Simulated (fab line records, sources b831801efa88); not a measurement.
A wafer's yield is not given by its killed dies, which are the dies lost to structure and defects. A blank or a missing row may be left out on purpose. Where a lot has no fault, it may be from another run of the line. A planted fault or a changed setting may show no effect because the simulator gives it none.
The tool behind it: which one? + flow gf180mcu + 12 lots, 36 wafers sampled, at 5 steps of a route of 602

WHAT THE GAUGES READ, wafer by wafer
GF_PSD_TW_MEAS_11.
| lot  | measured     | on           | PSD_TW         |
|------|--------------|--------------|----------------|
| L204 | day 14 16:22 | filmMetro-03 | 3196 3199 3195 |
| L205 | day 14 21:29 | filmMetro-04 | 3091 3100 3093 |
| L207 | day 15 19:26 | filmMetro-03 | 3164 3147 3173 |
| L209 | day 16 03:59 | filmMetro-03 | 3178 3165 3179 |
| L211 | day 17 01:29 | filmMetro-03 | 3194 3195 3179 |
| L212 | day 17 09:11 | filmMetro-04 | 3100 3077 3082 |
| L217 | day 19 07:47 | filmMetro-04 | 3106 3112 3098 |
| L219 | day 19 21:32 | filmMetro-04 | 3099 3087 3099 |
| L223 | day 21 05:51 | filmMetro-01 | 3126 3135 3151 |
| L224 | day 21 12:44 | filmMetro-03 | 3136 3134 3141 |
| L226 | day 22 03:59 | filmMetro-03 | 3141 3141 3125 |
| L227 | day 22 06:35 | filmMetro-04 | 3101 3087 3090 |

GF_PSD_RS_MEAS_14: the measuring method here is four-point-probe.
| lot  | measured     | on           | NSD_RS (ohm/sq)   |
|------|--------------|--------------|-------------------|
| L204 | day 14 16:39 | filmMetro-03 | 46.01 46.05 46.07 |
| L205 | day 14 21:40 | filmMetro-04 | 46.41 46.45 46.36 |
| L207 | day 15 19:38 | filmMetro-03 | 46.07 46.20 46.13 |
| L209 | day 16 04:11 | filmMetro-04 | 46.05 46.10 46.04 |
| L211 | day 17 01:41 | filmMetro-01 | 46.10 46.18 46.23 |
| L212 | day 17 09:23 | filmMetro-01 | 46.02 46.00 45.91 |
| L217 | day 19 07:59 | filmMetro-01 | 43.04 42.90 42.88 |
| L219 | day 19 21:49 | filmMetro-03 | 42.87 43.07 42.80 |
| L223 | day 21 06:04 | filmMetro-04 | 46.27 46.18 46.16 |
| L224 | day 21 12:59 | filmMetro-01 | 46.06 46.10 46.12 |
| L226 | day 22 04:10 | filmMetro-03 | 46.15 46.08 46.27 |
| L227 | day 22 06:47 | filmMetro-03 | 46.04 46.10 46.12 |

GF_PSD_RS_MEAS_15: the measuring method here is four-point-probe.
| lot  | measured     | on           | PSD_RS (ohm/sq)   |
|------|--------------|--------------|-------------------|
| L204 | day 14 16:46 | filmMetro-03 | 108.8 108.7 108.8 |
| L205 | day 14 21:47 | filmMetro-04 | 110.4 110.3 109.9 |
| L207 | day 15 19:45 | filmMetro-03 | 108.9 109.0 108.9 |
| L209 | day 16 04:19 | filmMetro-04 | 109.4 109.0 109.1 |
| L211 | day 17 01:48 | filmMetro-01 | 109.5 109.4 109.4 |
| L212 | day 17 09:31 | filmMetro-01 | 108.9 109.1 108.7 |
| L217 | day 19 08:07 | filmMetro-01 | 100.8 100.9 100.9 |
| L219 | day 19 21:56 | filmMetro-03 | 100.8 101.1 100.9 |
| L223 | day 21 06:11 | filmMetro-04 | 109.8 109.7 109.9 |
| L224 | day 21 13:07 | filmMetro-01 | 109.4 109.3 109.2 |
| L226 | day 22 04:17 | filmMetro-03 | 109.4 109.2 109.4 |
| L227 | day 22 06:55 | filmMetro-03 | 108.8 109.0 108.9 |

WHAT TOOL EACH LOT RAN ON (gives the tool, then ch and the chambers of the sampled wafers, and finally the start)
| lot  | GF_HV_LDD_STRIP_22                  | GF_PSD_RTA_13                   |
|------|-------------------------------------|---------------------------------|
| L204 | plasmaAsher-03 ch 0,1, day 11 04:26 | rtpAnneal-01 ch 0, day 14 16:29 |
| L205 | plasmaAsher-01 ch 0,1, day 11 09:42 | rtpAnneal-02 ch 0, day 14 21:35 |
| L207 | plasmaAsher-03 ch 0,1, day 12 04:09 | rtpAnneal-02 ch 0, day 15 19:33 |
| L209 | plasmaAsher-01 ch 0,1, day 12 12:06 | rtpAnneal-01 ch 0, day 16 04:06 |
| L211 | plasmaAsher-04 ch 0,1, day 13 07:21 | rtpAnneal-02 ch 0, day 17 01:35 |
| L212 | plasmaAsher-03 ch 0,1, day 13 13:57 | rtpAnneal-01 ch 0, day 17 09:18 |
| L217 | plasmaAsher-03 ch 0,1, day 15 06:27 | rtpAnneal-02 ch 0, day 19 07:54 |
| L219 | plasmaAsher-03 ch 1, day 15 19:11   | rtpAnneal-02 ch 0, day 19 21:39 |
| L223 | plasmaAsher-04 ch 0,1, day 16 22:43 | rtpAnneal-01 ch 0, day 21 05:58 |
| L224 | plasmaAsher-03 ch 0,1, day 17 06:05 | rtpAnneal-01 ch 0, day 21 12:55 |
| L226 | plasmaAsher-01 ch 0,1, day 17 22:30 | rtpAnneal-01 ch 0, day 22 04:05 |
| L227 | plasmaAsher-01 ch 0,1, day 18 01:33 | rtpAnneal-01 ch 0, day 22 06:42 |
- GF_HV_LDD_STRIP_22: strips in O2/N2.
- GF_PSD_RTA_13: time 20 s.

AS READ BY THE TOOLS THEMSELVES (means over the sampled wafers that have a number; for cases with no such wafer, the mark the record gives instead)
GF_HV_LDD_STRIP_22.
| lot  | tool           | drypumpMotorCurrentA (A) | heaterPowerW (W) | oesProductAu (a.u.) | stripTimeToEndpointS (s) |
|------|----------------|--------------------------|------------------|---------------------|--------------------------|
| L204 | plasmaAsher-03 | 5.9                      | 345              | 0.719               | 12.59                    |
| L205 | plasmaAsher-01 | 5.7                      | 280              | 0.717               | 12.63                    |
| L207 | plasmaAsher-03 | 5.5                      | 338              | 0.721               | 12.67                    |
| L209 | plasmaAsher-01 | 5.5                      | 297              | 0.719               | 12.57                    |
| L211 | plasmaAsher-04 | 5.8                      | 332              | 0.717               | 12.67                    |
| L212 | plasmaAsher-03 | 5.5                      | 343              | 0.717               | 12.63                    |
| L217 | plasmaAsher-03 | 5.9                      | 341              | 0.716               | 12.68                    |
| L219 | plasmaAsher-03 | 5.2                      | 330              | 0.718               | 12.67                    |
| L223 | plasmaAsher-04 | 5.8                      | 334              | 0.715               | 12.65                    |
| L224 | plasmaAsher-03 | 5.9                      | 344              | 0.715               | 12.60                    |
| L226 | plasmaAsher-01 | 5.5                      | 294              | 0.715               | 12.63                    |
| L227 | plasmaAsher-01 | 5.5                      | 299              | 0.711               | 12.64                    |

GF_PSD_RTA_13.
| lot  | tool         | lampPowerPct (%) | wafer_temp_C_max |
|------|--------------|------------------|------------------|
| L204 | rtpAnneal-01 | 31.7             | 1029.3           |
| L205 | rtpAnneal-02 | 35.3             | 1027.9           |
| L207 | rtpAnneal-02 | 35.3             | 1027.5           |
| L209 | rtpAnneal-01 | 31.8             | 1028.6           |
| L211 | rtpAnneal-02 | 35.3             | 1028.8           |
| L212 | rtpAnneal-01 | 31.7             | 1027.8           |
| L217 | rtpAnneal-02 | 37.3             | 1027.3           |
| L219 | rtpAnneal-02 | 37.3             | 1028.4           |
| L223 | rtpAnneal-01 | 31.8             | 1028.3           |
| L224 | rtpAnneal-01 | 31.8             | 1028.1           |
| L226 | rtpAnneal-01 | 31.7             | 1029.2           |
| L227 | rtpAnneal-01 | 31.8             | 1028.6           |

THE ANSWER, worked out from the rows above alone
Rule: what is usual is taken from the lots themselves. The widest of any qualifying gaps counts: lots, ordered by their means at a reading, are off when they make up no more than a third of the lots, leave a main group of 4 or more, and stand apart from it by 3 or more times the standard deviation of that group's means. A main group whose means are all the same, to the digits that the tables above print for the reading, isn't used. A lot without any number at a reading at which 4 lots or more have one is off too. The other lots that the step has rows for count as sound. First the gauges in route order, then the tools' own readings, where a lot's mean is used as printed above. At the first step where some lot is off, the reading lying furthest off is the one used; lots without a number count as furthest.
Off: L217, L219, seen at GF_PSD_RS_MEAS_14 (NSD_RS). Mean 46.13 ohm/sq and standard deviation 0.11 in the main group.
A tool fits if, at a process step before that reading, it ran every lot that is off, and no sound lot after the first of them. The gauges at GF_PSD_RS_MEAS_14 are tried like those tools. One fits: rtpAnneal-02 at GF_PSD_RTA_13. A fault onset in the window from L211 (day 17 01:35, its last sound lot) to L217 (day 19 07:54, its first lot off) fits.

WHAT WAS PUT IN BY THE SIMULATOR
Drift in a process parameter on rtpAnneal-02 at GF_PSD_RTA_13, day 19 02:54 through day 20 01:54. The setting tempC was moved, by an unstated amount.
Struck lots among those shown: L217, L219. The rule given above showed the same thing.
